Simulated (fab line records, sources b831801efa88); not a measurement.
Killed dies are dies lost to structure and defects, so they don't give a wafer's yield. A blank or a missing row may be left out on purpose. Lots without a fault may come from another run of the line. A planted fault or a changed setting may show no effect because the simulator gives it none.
Problem report in the 8D (eight disciplines) form, filled by code | flow sky130 | the parts of the form that need people (team, actions taken, sign-off) are left out

1. THE PROBLEM
NWELL_2_TW at SKY_NWELL_TW_MEAS_26 reads a mean of 878 on 6 wafers of 2 lots; wafers without a fault read 499 with a standard deviation of 3.7. That is +99 or more standard deviations from the usual mean.
First seen on wafer L926.2, day 9 20:12, on film_metro-01. The record holds 36 wafers of 12 lots with a number at this step. Rule for "out", or "out of limits": more than 4 standard deviations from the usual mean. The other wafers with a number count as sound.

2. WHAT IT IS AND WHAT IT IS NOT
question                    | is                     | is not
which readings at this step | NWELL_2_TW             | -
which lots                  | L926, L927             | L909, L912, L913, L915, L916, L917, L918, L919, L920, L921
which wafers of those lots  | all that have a number | -
read on which gauges        | film_metro-01          | film_metro-02, film_metro-03
when                        | from day 9 20:12       | up to then (30 sound wafers)

3. SUSPECTS, AND WHAT RULES EACH OUT
Counting: a tool at a process step up to the reading stays a suspect if it ran every lot that is out and no sound lot after the first of them.
- the gauge at SKY_NWELL_TW_MEAS_26: ruled out. All the wafers that are out were read on film_metro-01, but those of them that SKY_NWELL_IMPLANT_24 has rows for are out there too, on other tools.
- implanter-03 at SKY_NWELL_IMPLANT_24: kept. It ran every lot that is out, first L926 (day 9 19:58), and no sound lot after that; its last sound lot up to then is L920 (day 8 07:41). Its own readings are out on those wafers: dose_ions_cm2, faraday_current_uA.
Left after counting: implanter-03 at SKY_NWELL_IMPLANT_24.

4. THE CAUSE (what the simulator had put in)
Process parameter drift: implanter-03, from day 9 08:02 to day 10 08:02, at SKY_NWELL_IMPLANT_24. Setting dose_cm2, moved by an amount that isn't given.
Counting left only this tool.

5. THE CHAIN OF EFFECTS, in route order
Each row: a reading whose mean over the struck wafers that have a number lies more than 3 standard deviations from the usual. Only readings for which the record gives a usual standard deviation are gone through. hours: the time from each lot's start at the first step in this table that gives one to its start at this step, as a median over the lots. sigmas: the change in usual standard deviations.
hours | step                 | reading            | usual     | on struck wafers | change     | sigmas
0     | SKY_NWELL_IMPLANT_24 | dose_ions_cm2      | 9.201e+12 | 5.576e+13        | +4.656e+13 | +99 or more
0     | SKY_NWELL_IMPLANT_24 | faraday_current_uA | 52.0      | 318.4            | +266.4     | +99 or more
0     | SKY_NWELL_TW_MEAS_26 | NWELL_2_TW         | 499       | 878              | +379       | +99 or more
The process steps in it:
- SKY_NWELL_IMPLANT_24
Later measuring or inspecting steps at which every struck wafer that the step has a row for has a number for every such reading, and none has moved that far: SKY_VT_ADJUST_NCORE_TW_MEAS_11.

6. WHAT WOULD HAVE CAUGHT IT SOONER
In this record the first reading out of limits at a measuring or inspecting step was taken at day 9 20:12, 12 hours after the fault began at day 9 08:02.
The tool's own readings at SKY_NWELL_IMPLANT_24 were out on every struck wafer that the step has a row for (dose_ions_cm2, faraday_current_uA): an alarm limit on them would have fired on the first of those.
Of the lots that are out (2), L927 began SKY_NWELL_IMPLANT_24 on implanter-03 after day 9 20:12. A hold on the tool at that time would have spared it.
